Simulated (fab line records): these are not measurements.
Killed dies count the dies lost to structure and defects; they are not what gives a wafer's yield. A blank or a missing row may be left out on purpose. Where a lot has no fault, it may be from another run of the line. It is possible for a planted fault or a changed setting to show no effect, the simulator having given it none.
The tool behind it: which one? / flow sky130 / 21 wafers from 7 lots sampled at 4 of the route's 708 steps

WHAT THE GAUGES SHOWED, per wafer
SKY_PAD_OPEN_BOW_MEAS_13.
lot=L796; measured=day 47 09:01; on=filmMetro-01; PAD_OPEN_BOW (um)=46 44 54
lot=L797; measured=day 47 17:51; on=filmMetro-02; PAD_OPEN_BOW (um)=32 34 33
lot=L800; measured=day 48 03:55; on=filmMetro-02; PAD_OPEN_BOW (um)=34 41 39
lot=L802; measured=day 48 11:35; on=filmMetro-01; PAD_OPEN_BOW (um)=39 45 41
lot=L808; measured=day 49 09:10; on=filmMetro-01; PAD_OPEN_BOW (um)=44 47 48
lot=L815; measured=day 50 15:31; on=filmMetro-01; PAD_OPEN_BOW (um)=56 53 66

WHAT TOOL EACH LOT RAN ON (gives the tool, then ch and the chambers of the sampled wafers, and finally the start)
lot=L796; SKY_VIA4_CMP_02=cmp-01 ch 0,1,3, day 43 15:35; SKY_PASSIVATION_CVD_02=pecvd-04 ch 0,1, day 45 13:33; SKY_PAD_OPEN_STRIP_08=plasmaAsher-04 ch 0,1, day 47 06:54
lot=L797; SKY_VIA4_CMP_02=cmp-01 ch 0,1,2, day 44 02:04; SKY_PASSIVATION_CVD_02=pecvd-01 ch 0,1,2, day 45 23:11; SKY_PAD_OPEN_STRIP_08=plasmaAsher-04 ch 0,1, day 47 15:38
lot=L800; SKY_VIA4_CMP_02=cmp-01 ch 1,2,3, day 44 11:41; SKY_PASSIVATION_CVD_02=pecvd-01 ch 0,1, day 46 08:28; SKY_PAD_OPEN_STRIP_08=plasmaAsher-04 ch 0,1, day 48 01:29
lot=L802; SKY_VIA4_CMP_02=cmp-01 ch 0,2,3, day 44 20:23; SKY_PASSIVATION_CVD_02=pecvd-01 ch 0,2, day 46 16:25; SKY_PAD_OPEN_STRIP_08=plasmaAsher-04 ch 0,1, day 48 09:08
lot=L808; SKY_VIA4_CMP_02=cmp-02 ch 1,2, day 45 22:50; SKY_PASSIVATION_CVD_02=pecvd-04 ch 0,1, day 47 17:46; SKY_PAD_OPEN_STRIP_08=plasmaAsher-03 ch 0,1, day 49 07:02
lot=L810; SKY_VIA4_CMP_02=cmp-01 ch 2,3, day 46 07:14; SKY_PASSIVATION_CVD_02=pecvd-03 ch 0,2, day 48 04:32; SKY_PAD_OPEN_STRIP_08=-
lot=L815; SKY_VIA4_CMP_02=cmp-02 ch 1,2,3, day 47 11:55; SKY_PASSIVATION_CVD_02=pecvd-04 ch 1,2, day 49 04:32; SKY_PAD_OPEN_STRIP_08=plasmaAsher-04 ch 0,1, day 50 13:25
- SKY_VIA4_CMP_02: polishes SiO2.
- SKY_PASSIVATION_CVD_02: deposits Si3N4, target thk 540 nm.
- SKY_PAD_OPEN_STRIP_08: strips in O2/N2.

THE ANSWER, worked out from the rows above alone
Rule: the lots themselves supply what counts as usual. The widest of any qualifying gaps counts: lots, ordered by their means at a reading, are off when they make up no more than a third of the lots, leave a main group of 4 or more, and stand apart from it by 3 or more times the standard deviation of that group's means. Not used: any main group whose means are identical at the precision the tables above print for the reading. A lot without any number at a reading at which 4 lots or more have one is off too. All remaining lots with rows at the step are treated as sound.
None of the lots is off at any reading shown; this tells nothing.

WHAT THE SIMULATOR HAD PUT IN
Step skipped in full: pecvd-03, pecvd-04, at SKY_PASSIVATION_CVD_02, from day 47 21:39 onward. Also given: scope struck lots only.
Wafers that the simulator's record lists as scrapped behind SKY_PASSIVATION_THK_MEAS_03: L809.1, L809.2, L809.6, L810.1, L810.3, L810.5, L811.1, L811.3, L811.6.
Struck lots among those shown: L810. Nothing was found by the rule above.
